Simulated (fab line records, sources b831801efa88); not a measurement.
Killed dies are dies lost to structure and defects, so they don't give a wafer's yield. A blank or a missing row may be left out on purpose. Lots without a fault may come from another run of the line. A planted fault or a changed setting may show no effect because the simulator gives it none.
fab line records | flow sky130
record lots=12 wafers=36 last_day=50
route steps=708 shown FIELD_ISO@24 NWELL@34 PAD_OPEN@708
lots that met no fault: from a run of the same line without faults
start_h: hours from the record's first day to the start of the lot's first wafer shown | wait_h: hours since the lot's step before | " the same as in the row above | L1.1+2: a row that stands for several wafers | - no value, or no start given | * or withheld: withheld | < > ~ a bound
route shown NAME@n: a module of which the file shows steps, and the number in the route of the first | usual: mean/standard deviation of fault-free wafers | same: alike in all rows | chamber/n: place in a boat | sites: the reading at each site | _std_site: their standard deviation | _edge_site: outer sites' mean less inner sites' | radius_mm: how far each site lies from the wafer's centre | mask NAME#n: copy n | behind: the tool/chamber that last shaped the wafer | hold: why the lot was held/for how many hours/how that ended | device: the transistor (n, p or np) that didn't switch | end of line: the same wafers' tests at the end of the route | a step without rows: its recipe alone | killed: dies lost to structure and defects at the first sort, not the wafer's yield | map: a wafer's dies, x killed, . not, _ none there
set.NAME: the setting as run; set.NAME@STEP: as run at that earlier step | model.NAME: the simulator's own value behind a step, which no gauge read
steps of the route over a sample of lots; a table a step, a row a wafer
services: from which hour (start_h, from the record's first day; less than 0 if before it) a tool's chamber was out of use, for how many hours, and why
## steps
# step SKY_FIELD_ISO_THK_MEAS_23
# recipe reads=SiO2_of_FIELD_ISO_OXIDATION_22
# usual FIELD_ISO_OXIDATION_01_THK=9.96/0.22
# columns lot.wafer tool chamber start_h wait_h FIELD_ISO_OXIDATION_01_THK[nm]
L660.2 film_metro-04 - 33.20 0.0 9.72
L660.3 " - " " 9.93
L660.4 " - " " 9.76
L661.2 film_metro-01 - 37.40 0.0 9.73
L661.4 " - " " 9.92
L661.5 " - " " 9.99
L662.1 film_metro-01 - 42.80 0.0 10.24
L662.2 " - " " 10.19
L662.4 " - " " 10.52
L665.1 film_metro-01 - 58.43 0.0 9.97
L665.4 " - " " 10.02
L665.5 " - " " 10.01
L666.2 film_metro-03 - 62.56 0.0 9.94
L666.4 " - " " 9.95
L666.6 " - " " 9.91
L672.1 film_metro-01 - 95.21 0.0 9.89
L672.3 " - " " 9.91
L672.4 " - " " 9.99
L674.2 film_metro-03 - 103.93 0.0 10.18
L674.3 " - " " 10.18
L674.6 " - " " 10.06
L678.1 film_metro-04 - 125.18 0.0 9.91
L678.4 " - " " 9.75
L678.6 " - " " 9.85
L679.2 film_metro-04 - 130.69 0.0 9.98
L679.4 " - " " 10.04
L679.5 " - " " 10.10
L681.2 film_metro-04 - 141.49 0.0 10.20
L681.4 " - " " 9.98
L681.5 " - " " 9.83
L682.3 film_metro-03 - 145.43 0.0 9.95
L682.4 " - " " 9.77
L682.5 " - " " 9.93
L683.1 film_metro-04 - 150.04 0.0 9.50
L683.4 " - " " 9.50
L683.6 " - " " 9.66
# step SKY_FIELD_ISO_THK_MEAS_25
# recipe reads=SiO2_of_FIELD_ISO_CVD_24
# usual FIELD_ISO_CVD_24_THK=590/9.2
# columns lot.wafer tool chamber start_h wait_h FIELD_ISO_CVD_24_THK[nm]
L660.2 film_metro-04 - 33.33 0.0 594
L660.3 " - " " 586
L660.4 " - " " 594
L661.2 film_metro-03 - 37.53 0.0 581
L661.4 " - " " 595
L661.5 " - " " 588
L662.1 film_metro-03 - 42.94 0.0 579
L662.2 " - " " 598
L662.4 " - " " 573
L665.1 film_metro-03 - 58.56 0.0 595
L665.4 " - " " 596
L665.5 " - " " 591
L666.2 film_metro-01 - 62.69 0.0 590
L666.4 " - " " 576
L666.6 " - " " 593
L672.1 film_metro-03 - 95.34 0.0 596
L672.3 " - " " 600
L672.4 " - " " 594
L674.2 film_metro-04 - 104.06 0.0 583
L674.3 " - " " 597
L674.6 " - " " 589
L678.1 film_metro-01 - 125.31 0.0 574
L678.4 " - " " 587
L678.6 " - " " 595
L679.2 film_metro-03 - 130.82 0.0 597
L679.4 " - " " 604
L679.5 " - " " 595
L681.2 film_metro-03 - 141.63 0.0 596
L681.4 " - " " 598
L681.5 " - " " 583
L682.3 film_metro-03 - 145.56 0.1 597
L682.4 " - " " 607
L682.5 " - " " 600
L683.1 film_metro-03 - 150.18 0.0 616
L683.4 " - " " 597
L683.6 " - " " 611
# step SKY_NWELL_THK_MEAS_02
# recipe reads=SiO2_of_NWELL_OXIDATION_01
# usual NWELL_OXIDATION_THK=10.00/0.2
# columns lot.wafer tool chamber start_h wait_h NWELL_OXIDATION_THK[nm]
L660.2 film_metro-03 - 38.79 0.0 9.97
L660.3 " - " " 9.81
L660.4 " - " " 10.07
L661.2 film_metro-04 - 42.08 0.0 9.78
L661.4 " - " " 9.58
L661.5 " - " " 9.78
L662.1 film_metro-03 - 48.97 0.0 9.98
L662.2 " - " " 10.13
L662.4 " - " " 9.77
L665.1 film_metro-04 - 65.47 0.0 9.96
L665.4 " - " " 10.04
L665.5 " - " " 10.05
L666.2 film_metro-03 - 70.13 0.0 10.14
L666.4 " - " " 10.02
L666.6 " - " " 9.98
L672.1 film_metro-04 - 99.56 0.0 10.36
L672.3 " - " " 10.31
L672.4 " - " " 10.31
L674.2 film_metro-02 - 108.53 0.0 10.42
L674.3 " - " " 10.34
L674.6 " - " " 10.26
L678.1 film_metro-03 - 129.87 0.0 9.82
L678.4 " - " " 9.87
L678.6 " - " " 9.94
L679.2 film_metro-03 - 135.23 0.0 9.94
L679.4 " - " " 10.05
L679.5 " - " " 9.98
L681.2 film_metro-04 - 147.09 0.0 9.93
L681.4 " - " " 9.73
L681.5 " - " " 9.85
L682.3 film_metro-03 - 150.97 0.0 10.20
L682.4 " - " " 10.17
L682.5 " - " " 10.21
L683.1 film_metro-03 - 155.52 0.0 9.92
L683.4 " - " " 10.10
L683.6 " - " " 9.83
# step SKY_NWELL_COAT_05
# recipe spin_rpm=2000 resist_thk_nm=3000
# columns lot.wafer tool chamber start_h wait_h
L660.2+3+4 litho_track-01 0 79.23 0.1
L661.2+4+5 litho_track-04 0 83.61 0.1
L662.1+2+4 litho_track-02 0 89.67 0.1
L665.1+4+5 litho_track-01 0 108.66 0.1
L666.2+4+6 litho_track-01 0 112.83 0.1
L672.1+3+4 litho_track-04 0 147.13 0.1
L674.2+3+6 litho_track-04 0 156.31 0.1
L678.1+4+6 litho_track-04 0 180.23 0.1
L679.2+4+5 litho_track-02 0 186.54 0.1
L681.2+4+5 litho_track-01 0 198.98 0.1
L682.3+4+5 litho_track-02 0 202.62 0.1
L683.1+4+6 litho_track-02 0 209.22 0.1
# step SKY_NWELL_STRIP_14
# recipe chemistry=O2/N2 power_w=1400 pressure_mtorr=1500 platen_temp_c=withheld o2_flow_sccm=3000 n2_flow_sccm=300 overash_fraction=0.5
# usual drypump_motor_current_A=5.38/0.18 oes_product_au=0.722/0.0045 strip_time_to_endpoint_s=36.87/0.12
# columns lot.wafer tool chamber start_h wait_h drypump_motor_current_A oes_product_au rf_hours_counter_h strip_time_to_endpoint_s
L660.2 plasma_asher-02 1 88.89 0.1 5.36 0.717 39 36.99
L660.3 " 1 " " 5.40 0.715 - 36.92
L660.4 " 0 " " 5.72 0.721 - 37.00
L661.2 plasma_asher-04 0 92.47 0.1 5.25 0.722 28 36.90
L661.4 " 0 " " 5.25 0.718 - 36.88
L661.5 " 1 " " 5.17 0.722 - 36.99
L662.1 plasma_asher-01 1 99.52 0.1 5.31 0.725 39 36.69
L662.2 " 0 " " 5.28 0.722 39 36.81
L662.4 " 0 " " 5.25 0.717 - 36.87
L665.1 plasma_asher-04 0 118.57 0.1 5.20 0.666 31 10.37
L665.4 " 1 " " 5.12 0.651 - 10.37
L665.5 " 1 " " 5.12 0.667 - 10.33
L666.2 plasma_asher-01 1 124.45 0.1 5.31 0.672 41 10.40
L666.4 " 0 " " 5.27 0.672 - 10.37
L666.6 " 0 " " 5.26 0.659 - 10.37
L672.1 plasma_asher-01 0 157.47 0.1 5.25 0.720 45 36.96
L672.3 " 0 " " 5.24 0.722 - 36.98
L672.4 " 1 " " 5.32 0.722 - 36.98
L674.2 plasma_asher-01 0 167.95 0.1 5.30 0.720 45 37.05
L674.3 " 0 " " 5.26 0.727 - 37.03
L674.6 " 1 " " 5.32 0.720 - 36.95
L678.1 plasma_asher-01 1 191.69 0.1 5.32 0.723 48 37.04
L678.4 " 0 " " 5.24 0.716 - 36.95
L678.6 " 1 " " 5.33 0.724 - 36.97
L679.2 plasma_asher-02 1 197.49 0.1 5.40 0.717 51 36.75
L679.4 " 0 " " 5.72 0.719 - 36.72
L679.5 " 0 " " 5.72 0.722 - 36.72
L681.2 plasma_asher-01 0 211.50 0.1 5.24 0.718 50 36.78
L681.4 " 1 " " 5.32 0.724 - 36.86
L681.5 " 0 " " 5.24 0.725 - 36.79
L682.3 plasma_asher-02 1 215.18 0.1 5.38 0.725 - 36.90
L682.4 " 0 " " 5.72 0.716 - 36.82
L682.5 " 0 " " 5.71 0.720 - 36.88
L683.1 plasma_asher-01 0 221.30 0.1 5.26 0.715 52 36.71
L683.4 " 1 " " 5.31 0.722 - 36.67
L683.6 " 1 " " 5.33 0.720 - 36.59
# step SKY_NWELL_TW_MEAS_26
# usual NWELL_2_TW=496/4.2
# columns lot.wafer tool chamber start_h wait_h hold NWELL_2_TW
L660.2 film_metro-04 - 106.60 0.1 - 505
L660.3 " - " " - 506
L660.4 " - " " - 502
L661.2 film_metro-03 - 110.06 0.1 - 499
L661.4 " - " " - 501
L661.5 " - " " - 503
L662.1 film_metro-04 - 118.14 0.1 - 501
L662.2 " - " " - 501
L662.4 " - " " - 504
L665.1 film_metro-02 - 138.29 0.1 await_dispo/0.2h/release 1096
L665.4 " - " " await_dispo/0.2h/release 1085
L665.5 " - " " await_dispo/0.2h/release 1093
L665.1 film_metro-02 - 138.52 0.2 - 1098
L665.4 " - " " - 1090
L665.5 " - " " - 1095
L666.2 film_metro-03 - 144.05 0.1 await_dispo/0.2h/release 1107
L666.4 " - " " await_dispo/0.2h/release 1116
L666.6 " - " " await_dispo/0.2h/release 1111
L666.2 film_metro-03 - 144.28 0.2 - 1112
L666.4 " - " " - 1116
L666.6 " - " " - 1117
L672.1 film_metro-04 - 178.69 0.1 - 499
L672.3 " - " " - 498
L672.4 " - " " - 500
L674.2 film_metro-04 - 189.60 0.1 - 496
L674.3 " - " " - 500
L674.6 " - " " - 500
L678.1 film_metro-02 - 213.64 0.1 - 495
L678.4 " - " " - 492
L678.6 " - " " - 495
L679.2 film_metro-04 - 220.55 0.1 - 498
L679.4 " - " " - 498
L679.5 " - " " - 498
L681.2 film_metro-03 - 235.18 0.1 - 498
L681.4 " - " " - 497
L681.5 " - " " - 495
L682.3 film_metro-04 - 239.22 0.1 - 500
L682.4 " - " " - 500
L682.5 " - " " - 497
L683.1 film_metro-04 - 245.32 0.1 - 497
L683.4 " - " " - 500
L683.6 " - " " - 497
# step SKY_PAD_OPEN_PROBE_99
# usual defect_limited_yield=82.2/2 killed_at_M0_to_M3=45/7.2 killed_at_M4_up=3.0/1.8 killed_at_contacts=25/6.1 killed_at_front_end=14/4.4 killed_at_other=0.2/0.44 killed_dies=88/10 killed_open=48/7.4 killed_short=40/6.3 sort_bin_3_pad_short=0.9/0.41 sort_bin_5_function=10.6/1.5 sort_bin_6_memory=6.4/1.2 sort_n_pass=404/10 sort_yield_pct=82.2/2
# same gross_dies=492 killed_at_back_side=0 sort_bin_4_leakage[%]=0 sort_bin_8_speed[%]=0
# columns lot.wafer tool chamber start_h wait_h defect_limited_yield[%] killed_at_M0_to_M3 killed_at_M4_up killed_at_contacts killed_at_front_end killed_at_other killed_dies killed_open killed_short sort_bin_3_pad_short[%] sort_bin_5_function[%] sort_bin_6_memory[%] sort_n_pass sort_yield_pct[%]
L672.1 prober-02 - 1152.81 0.1 79.1 39 5 34 24 1 103 65 38 0.2 13.4 7.3 389 79.1
L672.3 prober-02 - 1152.91 0.2 78.5 55 0 35 15 1 106 60 46 0.8 13.0 7.7 386 78.5
L672.4 prober-02 - 1152.96 0.2 80.1 51 2 35 10 0 98 60 38 0.6 12.4 6.9 394 80.1
# killed by level:class
L672.1 CONTACT:geometric_particle:open=17 VIA1:geometric_particle:open=9 VIA3:geometric_particle:open=9 FIELD_ISO:geometric_particle:open=7 LI_CONTACT:geometric_particle:open=6 POLY_GATE:geometric_particle:short=5 CONTACT:geometric_particle:short=5 VIA2:geometric_particle:open=5
L672.3 VIA3:geometric_particle:open=12 CONTACT:geometric_particle:open=10 LOCAL_INTERCONNECT:geometric_particle:short=10 VIA2:geometric_particle:open=9 VIA1:geometric_particle:open=9 FIELD_ISO:geometric_particle:open=6 LI_CONTACT:geometric_particle:open=6 CONTACT:geometric_particle:short=5
L672.4 CONTACT:geometric_particle:open=15 LI_CONTACT:geometric_particle:open=10 VIA3:geometric_particle:open=9 METAL1:geometric_particle:short=8 VIA2:geometric_particle:open=8 VIA1:geometric_particle:open=7 FIELD_ISO:geometric_particle:open=5 CONTACT:geometric_particle:short=5
## services
# columns tool chamber start_h hours kind
plasma_asher-04 - 64.41 1.4 repair
plasma_asher-02 - 68.49 8.6 repair
plasma_asher-01 - 90.09 1.3 repair
plasma_asher-04 - 188.74 1.6 repair
plasma_asher-04 - 190.64 88.7 repair
## key
first_sign step=SKY_NWELL_STRIP_14 reading=strip_time_to_endpoint_s direction=down sigmas=99+ usual=* struck=*
effect step=SKY_NWELL_STRIP_14 reading=oes_product_au direction=down sigmas=13 usual=0.722 struck=0.665
effect step=SKY_NWELL_TW_MEAS_26 reading=visit direction=added
effect step=SKY_NWELL_TW_MEAS_26 reading=NWELL_2_TW direction=up sigmas=99+ usual=496 struck=1101
met_at SKY_NWELL_COAT_05
struck_lots L665,L666
scrapped_behind SKY_NWELL_TW_MEAS_26 L665.1,L665.4,L665.5,L666.2,L666.4,L666.6
not_acting_at SKY_FIELD_ISO_THK_MEAS_23,SKY_FIELD_ISO_THK_MEAS_25,SKY_NWELL_THK_MEAS_02
onset_between 79.23 108.66
fault kind=process_parameter_drift tool=litho_track-01 chamber=- onset_h=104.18 steps=SKY_NWELL_COAT_05 channel=resist_thk_nm offset=-2242.9 shape=step end_h=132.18 acts_in=these_recipes_only stated=3000
